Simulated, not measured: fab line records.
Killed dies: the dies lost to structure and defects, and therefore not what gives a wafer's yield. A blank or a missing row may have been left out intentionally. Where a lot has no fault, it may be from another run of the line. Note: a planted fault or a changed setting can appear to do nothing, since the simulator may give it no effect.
Comparing a struck lot with a sound one	flow sky130	44 steps out of a route of 708
Sound: the wafers L446.1, L446.4, L446.6. Wafers struck: L453.1, L453.5, L453.6. The cause is given at the end.
For every step that has rows: the tool of each side, followed by ch and its chambers, followed by its first start. Under that, the readings that differ: sound wafers	struck wafers	difference of the means	sigmas: that difference in standard deviations of wafers without a fault.
alike: same words and numbers on both sides, and readings whose means sit less than 2 such deviations apart. not compared: any withheld reading, any reading some wafer has no value for, any bound like >300 that may hide the same value, and any number with overlapping values for which the record gives no deviation.
The two part at a step that has a row with sigmas, a row that says differs or no value, or rows on one side only. Non-overlapping numbers with no deviation appear without sigmas and do not part them. A reading that every wafer of one side lacks parts them only if that side has two wafers or more.

first, 2 steps without rows for these wafers: SKY_DNWELL_DEVELOP_06 (develop time 60 s); SKY_DNWELL_IMPLANT_07.
SKY_DNWELL_STRIP_08: strips in O2/N2.
  sound on plasma asher-04 ch 1, day 3 10:13; struck on plasma asher-03 ch 0,1, day 4 23:10
  alike: drypump motor current A, oes product au, strip time to endpoint s
  not compared: rf hours counter h
SKY_DNWELL_TW_MEAS_09:
  sound on film metro-04, day 3 10:19; struck on film metro-01, day 4 23:16
  alike: DNWELL_TW
then, 7 steps without rows for these wafers: SKY_PWDE_DEHYDRATE_00 (time 60 s); SKY_PWDE_HMDS_01 (prime time 60 s); SKY_PWDE_COAT_02 (resist thk 3000 nm); SKY_PWDE_SOFTBAKE_03; SKY_PWDE_EXPOSE_04 (exposes mask PWDEM, target cd 840 nm); SKY_PWDE_PEB_05; SKY_PWDE_DEVELOP_06 (develop time 60 s).
SKY_PWDE_OVL_MEAS_07:
  sound on overlay-01, day 4 01:47; struck on overlay-01, day 5 16:55
  alike: PWDE_OVL
SKY_PWDE_IMPLANT_08:
  sound on implanter-04 ch 0, day 4 01:50; struck on implanter-03 ch 0, day 5 16:58
reading	sound	struck	difference	sigmas
dose ions cm2	3.605e+12 3.607e+12 3.602e+12	3.467e+12 3.463e+12 3.468e+12	-1.387e+11	-37
SKY_PWDE_STRIP_09: strips in O2/N2.
  sound on plasma asher-02 ch 1, day 4 01:59; struck on plasma asher-03 ch 0,1, day 5 17:07
  alike: drypump motor current A, oes product au, strip time to endpoint s
  not compared: rf hours counter h
SKY_PWDE_TW_MEAS_10:
  sound on film metro-04, day 4 02:05; struck on film metro-04, day 5 17:13
  alike: PWDE_TW
then, 7 steps without rows for these wafers: SKY_NWELL_DEHYDRATE_03 (time 60 s); SKY_NWELL_HMDS_04 (prime time 60 s); SKY_NWELL_COAT_05 (resist thk 3000 nm); SKY_NWELL_SOFTBAKE_06; SKY_NWELL_EXPOSE_07 (exposes mask NWM, target cd 840 nm); SKY_NWELL_PEB_08; SKY_NWELL_DEVELOP_09 (develop time 60 s).
SKY_NWELL_OVL_MEAS_10:
  sound on overlay-01, day 4 18:40; struck on overlay-02, day 6 12:19
  alike: NWELL_00_OVL
then, 3 steps without rows for these wafers: SKY_NWELL_IMPLANT_11; SKY_NWELL_IMPLANT_12; SKY_NWELL_IMPLANT_13.
SKY_NWELL_STRIP_14: strips in O2/N2.
  sound on plasma asher-03 ch 1, day 4 19:08; struck on plasma asher-03 ch 0,1, day 6 12:47
  alike: drypump motor current A, oes product au, strip time to endpoint s
  not compared: rf hours counter h
SKY_NWELL_TW_MEAS_15:
  sound on film metro-04, day 4 19:14; struck on film metro-03, day 6 12:53
reading	sound	struck	difference	sigmas
NWELL_TW	1795 1795 1791	1852 1855 1844	+57	+2
then, 7 steps without rows for these wafers: SKY_NWELL_DEHYDRATE_16 (time 60 s); SKY_NWELL_HMDS_17 (prime time 60 s); SKY_NWELL_COAT_18 (resist thk 3000 nm); SKY_NWELL_SOFTBAKE_19; SKY_NWELL_EXPOSE_20 (exposes mask NWM COMPLEMENT, target cd 840 nm); SKY_NWELL_PEB_21; SKY_NWELL_DEVELOP_22 (develop time 60 s).
SKY_NWELL_OVL_MEAS_23:
  sound on overlay-01, day 5 12:59; struck on overlay-01, day 7 08:01
reading	sound	struck	difference	sigmas
NWELL_01_OVL (nm)	0.1 0.3 -0.3	-3.2 -2.6 -5.2	-3.7	-3
next, for these wafers, 1 step has no rows: SKY_NWELL_IMPLANT_24.
SKY_NWELL_STRIP_25: strips in O2/N2.
  sound on plasma asher-03 ch 0,1, day 5 13:11; struck on plasma asher-03 ch 0,1, day 7 08:11
  alike: drypump motor current A, oes product au, strip time to endpoint s
  not compared: rf hours counter h
SKY_NWELL_TW_MEAS_26:
  sound on film metro-03, day 5 13:17; struck on film metro-04, day 7 08:17
reading	sound	struck	difference	sigmas
NWELL_2_TW	503 500 503	485 489 483	-16	-2
then, 1 step without rows for these wafers: SKY_NWELL_CLEAN_27 (cleans in SC1/SC2, time 150 s).
SKY_NWELL_RTA_28: time 30 s.
  sound on rtp anneal-01 ch 0, day 5 13:23; struck on rtp anneal-01 ch 0, day 7 08:24
  alike: lamp power pct, wafer_temp_C_max
SKY_NWELL_RS_MEAS_29: uses a four-point probe to measure.
  sound on film metro-03, day 5 13:29; struck on film metro-03, day 7 08:30
  alike: NWELL_RS
SKY_NWELL_RS_MEAS_31: uses a four-point probe to measure.
  sound on film metro-03, day 5 13:44; struck on film metro-03, day 7 08:44
reading	sound	struck	difference	sigmas
PWDE_RS (ohm/sq)	5290 5267 5281	5442 5469 5451	+175	+9
-- the record jumps here: 41 days lie between the struck wafers' starts before and after (it left off in module NWELL and takes up again in module PAD_OPEN, whose first step shown is number 708 of the route) --
SKY_PAD_OPEN_PROBE_99:
  sound on prober-01, day 46 03:34; struck on prober-02, day 47 22:09
reading	sound	struck	difference	sigmas
killed at front end	19 24 20	12 14 11	-9	-2
model.etest.res pwde under gate.rs ohm sq	6191 6235 6200	6336 6394 6426	+177	
  alike: killed_at_M0_to_M3, killed_at_M4_up, killed at contacts, killed at other, killed dies, killed on rim, killed open, killed short

WHERE THEY PART
First at SKY_PWDE_IMPLANT_08; last, within this record, at SKY_PAD_OPEN_PROBE_99.

WHY: the cause the simulator had injected
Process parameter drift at SKY_PWDE_IMPLANT_08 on implanter-03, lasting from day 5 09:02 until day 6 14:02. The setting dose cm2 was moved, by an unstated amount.
